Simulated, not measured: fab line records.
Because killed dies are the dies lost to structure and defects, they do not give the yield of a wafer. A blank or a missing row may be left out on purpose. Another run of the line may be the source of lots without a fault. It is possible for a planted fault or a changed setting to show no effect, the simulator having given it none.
One fault seen from 2 desks | flow gf180mcu | only its own numbers are on each desk; what lay behind them is given at the end

## DESK OF THE TOOL OWNER: cmp-01
The tool's own readings at GF_V2_CMP_26 (polishes, stops on SiO2, t overpolish 15 s, target thk 0 nm): means of the sampled wafers that have a number, for each lot that ran on this tool. Any lot whose mean is over 4 standard deviations away from the usual mean is out of limits and marked OUT; that distance is given in the brackets.
Columns: A = edge zone pressure frac at GF_V2_CMP_26, usual 1.000; B = head pressure psi at GF_V2_CMP_26, usual 3.501 psi; C = motor current A at GF_V2_CMP_26, usual 10.7 A; D = overpolish run s at GF_V2_CMP_26, usual 15.000 s; E = time to endpoint s at GF_V2_CMP_26, usual 84 s
lot  | first seen here | A     | B     | C    | D      | E
L849 | day 22 06:26    | 1.001 | 3.501 | 10.2 | 14.995 | 83
L865 | day 27 21:17    | 0.997 | 3.500 | 11.6 | 15.003 | 80
L866 | day 28 03:42    | 0.998 | 3.503 | 11.7 | 15.014 | 78
This desk's verdict: no lot among the 3 shows anything out of limits.

## FROM THE METROLOGY DESK
Lot by lot, what the gauges showed, no matter which tool ran the lot: averages of those sampled wafers that carry a number. Any lot whose mean is over 4 standard deviations away from the usual mean is out of limits and marked OUT; that distance is given in the brackets.
Columns: A = cd nm at GF_V2_CD_MEAS_14, usual 259.9 nm; B = V2_OVL at GF_V2_OVL_MEAS_15, usual -4 nm; C = V2_W_RS at GF_V2_RS_MEAS_24, usual 0.327 ohm/sq; D = V2_W_THK at GF_V2_THK_MEAS_25, usual 347 nm
lot  | first seen here | A     | B   | C     | D
L848 | day 22 03:14    | 259.0 | -5  | 0.327 | 350
L849 | day 22 05:14    | 260.2 | -14 | 0.331 | 342
L857 | day 25 21:32    | 258.1 | -3  | 0.327 | 348
L859 | day 26 02:59    | 259.0 | -4  | 0.330 | 345
L865 | day 27 20:00    | 259.9 | -9  | 0.326 | 343
L866 | day 28 02:17    | 258.7 | -7  | 0.324 | 352
This desk's verdict: no lot among the 6 shows anything out of limits.

## TAKEN TOGETHER
The desk of the tool owner found nothing out of limits.
The metrology desk saw nothing out of limits.

## WHAT THE SIMULATOR HAD INSERTED
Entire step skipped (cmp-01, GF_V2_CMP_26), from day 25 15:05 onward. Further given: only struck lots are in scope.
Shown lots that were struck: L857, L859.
